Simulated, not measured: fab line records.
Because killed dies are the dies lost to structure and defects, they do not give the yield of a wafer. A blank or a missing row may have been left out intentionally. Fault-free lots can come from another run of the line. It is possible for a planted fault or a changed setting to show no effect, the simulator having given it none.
Matching of chambers / flow sfq_line / SFQ_TRILAYER_A5B_CMP_CMP_130 on cmp-01 has 4 sister chambers
The step polishes, stops on Nb, target thk 340.7 nm. 16 wafers are shown with their chamber, then 8 later ones without.

== EACH WAFER AND ITS CHAMBER ==
wafer=L412.2; chamber=0; motor_current_A (A)=10.7
wafer=L412.1; chamber=2; motor_current_A (A)=11.7
wafer=L412.6; chamber=3; motor_current_A (A)=11.2
wafer=L418.1; chamber=1; motor_current_A (A)=12.6
wafer=L418.4; chamber=0; motor_current_A (A)=10.2
wafer=L418.5; chamber=1; motor_current_A (A)=13.0
wafer=L421.1; chamber=3; motor_current_A (A)=10.6
wafer=L421.2; chamber=2; motor_current_A (A)=11.0
wafer=L421.6; chamber=1; motor_current_A (A)=12.5
wafer=L422.3; chamber=0; motor_current_A (A)=10.5
wafer=L422.4; chamber=2; motor_current_A (A)=11.2
wafer=L422.6; chamber=0; motor_current_A (A)=11.1
wafer=L424.2; chamber=1; motor_current_A (A)=12.2
wafer=L424.3; chamber=0; motor_current_A (A)=11.0
wafer=L424.6; chamber=2; motor_current_A (A)=11.0
wafer=L428.1; chamber=0; motor_current_A (A)=10.7

SIGNATURES, as means of the wafers listed above
reading=motor_current_A; chamber 0=10.700; chamber 1=12.575; chamber 2=11.225; chamber 3=10.900; scatter within a chamber=0.339
Rule: for each reading, subtract the chamber's mean from the wafer's reading, divide by that reading's scatter and square the result; add these up over the readings and take the root, which gives the wafer's distance from the chamber. The wafer belongs to the nearest chamber; if the next one is less than 2 further off, it can't be placed. The scatter: the root of (the sum of the squares of (reading less its chamber's mean) over the shown wafers, divided by (wafers less chambers)).

== WAFERS WITH NO CHAMBER GIVEN ==
wafer=L428.3; motor_current_A (A)=11.3
wafer=L428.6; motor_current_A (A)=11.2
wafer=L429.1; motor_current_A (A)=10.7
wafer=L429.3; motor_current_A (A)=11.5
wafer=L429.4; motor_current_A (A)=12.7
wafer=L430.1; motor_current_A (A)=10.6
wafer=L430.2; motor_current_A (A)=10.6
wafer=L430.4; motor_current_A (A)=13.1

== CHAMBER TAKEN BY EACH ==
wafer=L428.3; from the rows above=can't be placed: 2 or 3 or 0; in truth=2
wafer=L428.6; from the rows above=can't be placed: 2 or 3 or 0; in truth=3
wafer=L429.1; from the rows above=can't be placed: 0 or 3 or 2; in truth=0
wafer=L429.3; from the rows above=can't be placed: 2 or 3 or 0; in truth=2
wafer=L429.4; from the rows above=1; in truth=1
wafer=L430.1; from the rows above=can't be placed: 0 or 3 or 2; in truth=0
wafer=L430.2; from the rows above=can't be placed: 0 or 3 or 2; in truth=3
wafer=L430.4; from the rows above=1; in truth=1
2 of 8 placed correctly. From these rows, 6 cannot be placed; in 6 the true chamber is one of the candidates. Placed wrongly: 0.
